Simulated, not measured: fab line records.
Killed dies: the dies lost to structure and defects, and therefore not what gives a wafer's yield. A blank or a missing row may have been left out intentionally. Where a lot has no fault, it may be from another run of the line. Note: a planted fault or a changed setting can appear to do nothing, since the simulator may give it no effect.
Which of the tools did it?    flow gf180mcu    at 1 step of a route of 602, 7 lots with 21 wafers sampled

WHAT THE GAUGES READ, wafer by wafer
GF_M3_RS_MEAS_05: uses a four-point probe to measure.
lot   measured      on             M3_ALCU_RS (ohm/sq)
L443  day 21 01:36  film metro-03  0.0704 0.0696 0.0698
L445  day 21 21:55  film metro-01  0.0692 0.0679 0.0684
L448  day 23 03:23  film metro-02  0.0699 0.0700 0.0702
L453  day 25 02:19  film metro-01  0.0701 0.0695 0.0700
L459  day 26 19:13  film metro-02  0.0710 0.0709 0.0714
L462  day 27 15:19  film metro-01  0.0694 0.0695 0.0698
L464  day 28 08:11  film metro-03  0.0708 0.0709 0.0710

EACH LOT AND THE TOOL THAT RAN IT (in order: tool; ch and the chambers of the sampled wafers; start)
No process step before these readings appears in the record.

THE ANSWER, worked out from the rows above alone
Rule: what is usual is taken from the lots themselves. The widest of any qualifying gaps counts: lots, ordered by their means at a reading, are off when they make up no more than a third of the lots, leave a main group of 4 or more, and stand apart from it by 3 or more times the standard deviation of that group's means. A main group whose means are all the same, to the digits that the tables above print for the reading, isn't used. Also off: a lot with no number at a reading for which 4 or more lots have one. Any other lot the step has rows for is counted as sound.
None of the lots is off at any reading shown; this tells nothing.

WHAT THE SIMULATOR HAD PUT IN
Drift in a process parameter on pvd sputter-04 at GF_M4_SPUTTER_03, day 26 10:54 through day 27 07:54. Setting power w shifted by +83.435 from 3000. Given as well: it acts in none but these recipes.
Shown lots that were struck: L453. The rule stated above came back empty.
